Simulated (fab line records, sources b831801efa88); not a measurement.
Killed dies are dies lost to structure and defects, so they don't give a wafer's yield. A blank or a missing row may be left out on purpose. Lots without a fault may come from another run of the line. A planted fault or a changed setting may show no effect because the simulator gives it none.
One fault seen from 2 desks | flow sky130 | each desk has only its own numbers; what lay behind them comes last

THE METROLOGY DESK
What the gauges read, lot by lot, whatever tool the lot ran on: means of the sampled wafers that have a number. A lot is out of limits, marked OUT, if its mean lies more than 4 standard deviations from the usual mean; the brackets give that distance.
Columns: A = VIA1_OVL at SKY_VIA1_OVL_MEAS_13, usual 1 nm; B = METAL2_ALCU_RS at SKY_METAL2_RS_MEAS_05, usual 0.1264 ohm/sq; C = METAL2_OVL at SKY_METAL2_OVL_MEAS_16, usual 5 nm
lot  | first seen here | A   | B      | C
L734 | day 33 10:23    | 4   | 0.1271 | 5
L735 | day 34 01:15    | 4   | 0.1256 | 8
L737 | day 36 02:30    | 2   | 0.1298 | 2
L736 | day 36 02:49    | 1   | 0.1261 | -3
L738 | day 36 03:46    | 0   | 0.1264 | 8
L740 | day 36 05:16    | -4  | 0.1268 | 9
L741 | day 36 06:34    | -10 | 0.1284 | 7
L739 | day 36 08:19    | -1  | 0.1261 | 5
L742 | day 36 20:52    | 7   | 0.1258 | 5
L744 | day 36 23:17    | 6   | 0.1264 | 3
L745 | day 37 08:37    | 10  | 0.1263 | 7
L750 | day 39 08:20    | -6  | 0.1267 | 7
L754 | day 40 03:55    | -7  | 0.1277 | 4
L753 | day 40 05:13    | -4  | 0.1260 | 6
L756 | day 40 18:42    | 0   | 0.1255 | 0
This desk's finding: nothing out of limits on any of the 15 lots.

THE TOOL OWNER'S DESK: cmp-01
The tool's own readings at SKY_VIA2_CMP_02 (polishes SiO2): means of the sampled wafers that have a number, for each lot that ran on this tool. A lot is out of limits, marked OUT, if its mean lies more than 4 standard deviations from the usual mean; the brackets give that distance.
Columns: A = motor_current_A at SKY_VIA2_CMP_02, usual 12.6 A
lot  | first seen here | A
L735 | day 35 07:03    | 13.3
L737 | day 37 07:07    | 13.0
L736 | day 37 07:53    | 14.0
L738 | day 37 08:15    | 14.6
L740 | day 37 10:10    | 13.4
L742 | day 38 02:49    | 14.3
L744 | day 38 04:24    | 13.7
L750 | day 40 11:04    | 13.5
L754 | day 41 07:49    | 13.1
L753 | day 41 09:35    | 14.8
This desk's finding: nothing out of limits on any of the 10 lots.

PUT TOGETHER
The metrology desk saw nothing out of limits.
The tool owner's desk saw nothing out of limits.

WHAT THE SIMULATOR HAD PUT IN
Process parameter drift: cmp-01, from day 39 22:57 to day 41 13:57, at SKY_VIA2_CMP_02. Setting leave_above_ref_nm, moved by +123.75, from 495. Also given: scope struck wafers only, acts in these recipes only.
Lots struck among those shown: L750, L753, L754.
